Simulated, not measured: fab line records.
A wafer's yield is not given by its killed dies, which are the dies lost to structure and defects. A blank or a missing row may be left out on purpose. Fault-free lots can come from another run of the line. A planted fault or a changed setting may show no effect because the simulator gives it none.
Comparing a struck lot with a sound one -- flow sfq_line -- 15 steps out of a route of 325
Sound: wafers L189.2, L189.5, L189.6. Struck: wafer L202.2. (L202.3, L202.4 of the same lot were not struck and are left out.) The cause comes at the end.
At each step with rows: each side's tool, then ch and its chambers, then its first start. Under that, the readings that differ: sound wafers -- struck wafers -- difference of the means -- sigmas: that difference in standard deviations of wafers without a fault.
alike: readings with means less than 2 such deviations apart, plus words and numbers identical on both sides. not compared: withheld readings, readings lacking a value on some wafer, bounds such as >300 that could conceal the same value, and numbers that have no deviation in the record and whose values overlap.
The two part at a step that has a row with sigmas, a row that says differs or no value, or rows on one side only. Non-overlapping numbers with no deviation appear without sigmas and do not part them. Lack of a reading on every wafer of one side parts them only where that side has two or more wafers.

first, 1 step without rows for these wafers: SFQ_TRILAYER_M3_STRIP_SOLV_CLEAN_080 (cleans in NMP, time 600 s).
SFQ_TRILAYER_I3_DEP_PECVD_081: deposits SiO2 from SiH4/N2O, time 111.11 s, target thk 500 nm.
  sound on pecvd-04 ch 0,1, day 43 10:47; struck on pecvd-04 ch 0, day 48 05:13
  alike: chamber_pressure_Torr, heater_power_w, throttle_valve_pct
SFQ_TRILAYER_I3_CMP_CMP_082: polishes SiO2.
  sound on cmp-02 ch 0,1, day 43 10:52; struck on cmp-01 ch 3, day 48 16:23
  alike: motor_current_A, time_to_endpoint_s
SFQ_I3_BOW_MEAS_922:
  sound: film_metro-03 at day 43 13:53; struck: film_metro-01 at day 48 19:25
  alike: I3_BOW
SFQ_TRILAYER_I3_METRO_MEASURE_083:
  sound: film_metro-03 at day 43 14:11; struck: film_metro-01 at day 48 19:43
reading,sound,struck,difference,sigmas
thk_nm (nm),198.6 200.5 199.4,201.5,+2.0,+2
then, 6 steps without rows for these wafers: SFQ_TRILAYER_I3_VIA_LITHO_COAT_090 (resist thk 62 nm); SFQ_TRILAYER_I3_VIA_LITHO_COAT_085 (resist thk 650 nm); SFQ_TRILAYER_I3_VIA_LITHO_SOFTBAKE_089; SFQ_TRILAYER_I3_VIA_LITHO_EXPOSE_086 (exposes mask I3, target cd 500 nm); SFQ_TRILAYER_I3_VIA_LITHO_PEB_088 (peb time 60 s); SFQ_TRILAYER_I3_VIA_LITHO_DEVELOP_087 (time 60 s).
-- the record jumps here: 5 days lie between the struck wafers' starts before and after --
SFQ_I3_OVL_MEAS_923:
  sound: overlay-01 at day 43 17:31; struck: overlay-01 at day 54 04:14
  alike: I3_OVL
SFQ_TRILAYER_I3_VIA_BARC_OPEN_VIA_ETCH_121: etches BARC in O2, target depth 125 nm, time 41.7 s.
  sound on rie_diel-03 ch 2,3, day 43 17:32; struck on rie_diel-03 ch 1, day 54 04:16
reading,sound,struck,difference,sigmas
drypump_motor_current_A (A),6.3 6.3 6.7,5.2,-1.2,-3
model.KrF_of_TRILAYER_I3_VIA_LITHO_COAT_085.thk_nm (nm),570.2 570.5 568.1,595.1,+25.5,
  alike: oes_product_au
  not compared: rf_hours_counter_h
SFQ_TRILAYER_I3_VIA_ETCH_VIA_ETCH_088: etches SiO2 in CHF3, stops on Nb, target depth 260 nm.
  sound on rie_diel-03 ch 2,3, day 43 17:35; struck on rie_diel-03 ch 1, day 54 04:18
reading,sound,struck,difference,sigmas
drypump_motor_current_A (A),6.3 6.3 6.7,5.2,-1.2,-3
model.KrF_of_TRILAYER_I3_VIA_LITHO_COAT_085.thk_nm (nm),525.1 525 522.2,550.9,+26.8,
  alike: oes_product_au
SFQ_TRILAYER_I3_VIA_STRIP_STRIP_089: strips in O2.
  sound on rie_metal-04 ch 0,1, day 43 17:41; struck on rie_metal-03 ch 0, day 54 04:25
  alike: drypump_motor_current_A, oes_product_au
  not compared: rf_hours_counter_h

WHERE THEY PART
At SFQ_TRILAYER_I3_METRO_MEASURE_083 first; at SFQ_TRILAYER_I3_VIA_ETCH_VIA_ETCH_088 last (within this record only). Later steps at which nothing parts them and some readings are alike: SFQ_TRILAYER_I3_VIA_STRIP_STRIP_089.

WHY: whatever the simulator had introduced
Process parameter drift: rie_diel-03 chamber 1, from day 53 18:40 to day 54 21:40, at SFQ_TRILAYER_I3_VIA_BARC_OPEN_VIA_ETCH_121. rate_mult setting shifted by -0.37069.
